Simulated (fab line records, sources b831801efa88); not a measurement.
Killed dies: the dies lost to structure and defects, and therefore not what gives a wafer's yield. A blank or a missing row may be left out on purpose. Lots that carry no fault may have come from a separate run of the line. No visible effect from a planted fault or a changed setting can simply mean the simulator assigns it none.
Which tool did it?    flow sky130    13 lots, 39 wafers sampled, at 4 steps of a route of 708

WHAT THE GAUGES SHOWED, per wafer
SKY_FIELD_ISO_THK_MEAS_23.
lot   measured     on             FIELD_ISO_OXIDATION_01_THK (nm)
L159  day 2 06:13  film metro-03  10.29 10.23 10.20
L160  day 2 13:58  film metro-04  10.21 10.28 10.23
L161  day 2 22:37  film metro-02  10.07 10.12 10.04
L163  day 3 06:16  film metro-03  9.48 9.55 9.61
L168  day 4 07:23  film metro-02  9.86 9.97 9.86
L169  day 4 14:14  film metro-04  10.13 9.98 10.09
L173  day 5 09:52  film metro-03  10.27 10.27 10.22
L176  day 6 00:19  film metro-04  10.02 10.11 10.05
L177  day 6 04:15  film metro-03  10.16 10.05 10.17
L179  day 6 17:28  film metro-04  9.89 10.07 10.01
L180  day 6 22:40  film metro-03  10.37 10.29 10.28
L181  day 7 01:21  film metro-03  10.01 10.10 10.14
L182  day 7 09:37  film metro-04  10.10 10.02 10.02

SKY_SD_P_OVL_MEAS_08.
lot   measured      on          SD_P_OVL (nm)
L159  day 24 16:54  overlay-02  4.0 -0.5 2.0
L160  day 25 20:17  overlay-02  1.0 -0.1 0.9
L161  day 26 17:22  overlay-02  -1.7 0.5 -0.8
L163  day 26 18:59  overlay-01  3.2 2.5 0.1
L168  day 28 22:18  overlay-01  2.4 2.8 0.8
L169  day 29 00:22  overlay-02  2.2 4.1 0.5
L173  day 31 02:15  overlay-01  0.9 0.3 2.0
L176  day 31 06:48  overlay-02  0.1 2.2 1.5
L177  day 31 10:30  overlay-01  2.3 1.7 2.2
L179  day 32 09:57  overlay-02  -0.2 0.3 -0.5
L180  day 32 13:04  overlay-01  0.6 0.9 3.2
L181  day 32 20:18  overlay-02  -1.4 -0.6 0.4
L182  day 33 10:24  overlay-02  3.6 1.0 2.5

WHICH TOOL RAN EACH LOT (tool, then ch and the chambers of the sampled wafers, then the start)
lot   SKY_VT_ADJUST_LVTN_DEVELOP_06      SKY_GATE_OXIDE_STRIP_13
L159  litho track-02 ch 0, day 6 12:00   plasma asher-04 ch 0,1, day 13 08:58
L160  litho track-02 ch 0, day 7 06:00   plasma asher-02 ch 0,1, day 14 05:40
L161  litho track-02 ch 0, day 7 21:00   plasma asher-04 ch 0,1, day 15 03:21
L163  litho track-02 ch 0, day 8 00:00   plasma asher-02 ch 0,1, day 15 03:53
L168  litho track-02 ch 0, day 9 10:00   plasma asher-02 ch 0,1, day 17 04:37
L169  litho track-02 ch 0, day 9 12:00   plasma asher-04 ch 0,1, day 17 05:39
L173  litho track-04 ch 0, day 10 19:00  plasma asher-04 ch 0,1, day 18 22:02
L176  litho track-04 ch 0, day 11 11:00  plasma asher-02 ch 1, day 19 19:00
L177  litho track-04 ch 0, day 11 17:00  plasma asher-02 ch 0,1, day 19 23:02
L179  litho track-04 ch 0, day 12 08:00  plasma asher-04 ch 0,1, day 21 00:21
L180  litho track-02 ch 0, day 12 14:00  plasma asher-02 ch 0,1, day 21 05:11
L181  litho track-04 ch 0, day 12 22:00  plasma asher-02 ch 0,1, day 21 12:49
L182  litho track-01 ch 0, day 13 13:00  plasma asher-03 ch 0,1, day 22 05:16
- SKY_VT_ADJUST_LVTN_DEVELOP_06: develop time 60 s.
- SKY_GATE_OXIDE_STRIP_13: strips in O2/N2.

WHAT THE TOOLS THEMSELVES READ (means of the sampled wafers that have a number; where no wafer has one, the mark that the record gives instead)
SKY_VT_ADJUST_LVTN_DEVELOP_06.
lot   tool            developer temp C (C)
L159  litho track-02  22.93
L160  litho track-02  22.86
L161  litho track-02  22.90
L163  litho track-02  22.97
L168  litho track-02  24.01
L169  litho track-02  23.95
L173  litho track-04  23.19
L176  litho track-04  23.14
L177  litho track-04  22.88
L179  litho track-04  23.00
L180  litho track-02  23.04
L181  litho track-04  23.06
L182  litho track-01  22.90

SKY_GATE_OXIDE_STRIP_13.
lot   tool             drypump motor current A (A)  oes product au (a.u.)  strip time to endpoint s (s)
L159  plasma asher-04  6.2                          0.714                  14.20
L160  plasma asher-02  5.2                          0.715                  14.16
L161  plasma asher-04  6.1                          0.715                  14.18
L163  plasma asher-02  5.3                          0.717                  14.25
L168  plasma asher-02  5.3                          0.713                  14.18
L169  plasma asher-04  6.1                          0.715                  14.22
L173  plasma asher-04  6.1                          0.715                  14.20
L176  plasma asher-02  5.4                          0.711                  14.18
L177  plasma asher-02  5.2                          0.711                  14.15
L179  plasma asher-04  6.2                          0.714                  14.23
L180  plasma asher-02  5.2                          0.710                  14.24
L181  plasma asher-02  5.3                          0.718                  14.25
L182  plasma asher-03  5.7                          0.718                  14.17

THE ANSWER, worked out from the rows above alone
Rule: usual is defined by the lots themselves. The widest of any qualifying gaps counts: lots, ordered by their means at a reading, are off when they make up no more than a third of the lots, leave a main group of 4 or more, and stand apart from it by 3 or more times the standard deviation of that group's means. The tables above print the reading to a certain number of digits; a main group whose means all agree to those digits is not used. Also off: a lot with no number at a reading for which 4 or more lots have one. Any other lot the step has rows for is counted as sound. Order of review: gauges by route order, followed by the tools' own readings, for which a lot's mean as printed above is used. At the first step where some lot is off, the reading lying furthest off is the one used; lots without a number count as furthest.
Off, at SKY_VT_ADJUST_LVTN_DEVELOP_06 on developer temp C: L168, L169. The main group has a mean of 22.99 C with a standard deviation of 0.1.
If a tool, at that step or one of the process steps before it, ran each lot that is off and ran no sound lot following the first of them, it fits. Of those tried, none fits.

WHAT HAD BEEN PUT IN BY THE SIMULATOR
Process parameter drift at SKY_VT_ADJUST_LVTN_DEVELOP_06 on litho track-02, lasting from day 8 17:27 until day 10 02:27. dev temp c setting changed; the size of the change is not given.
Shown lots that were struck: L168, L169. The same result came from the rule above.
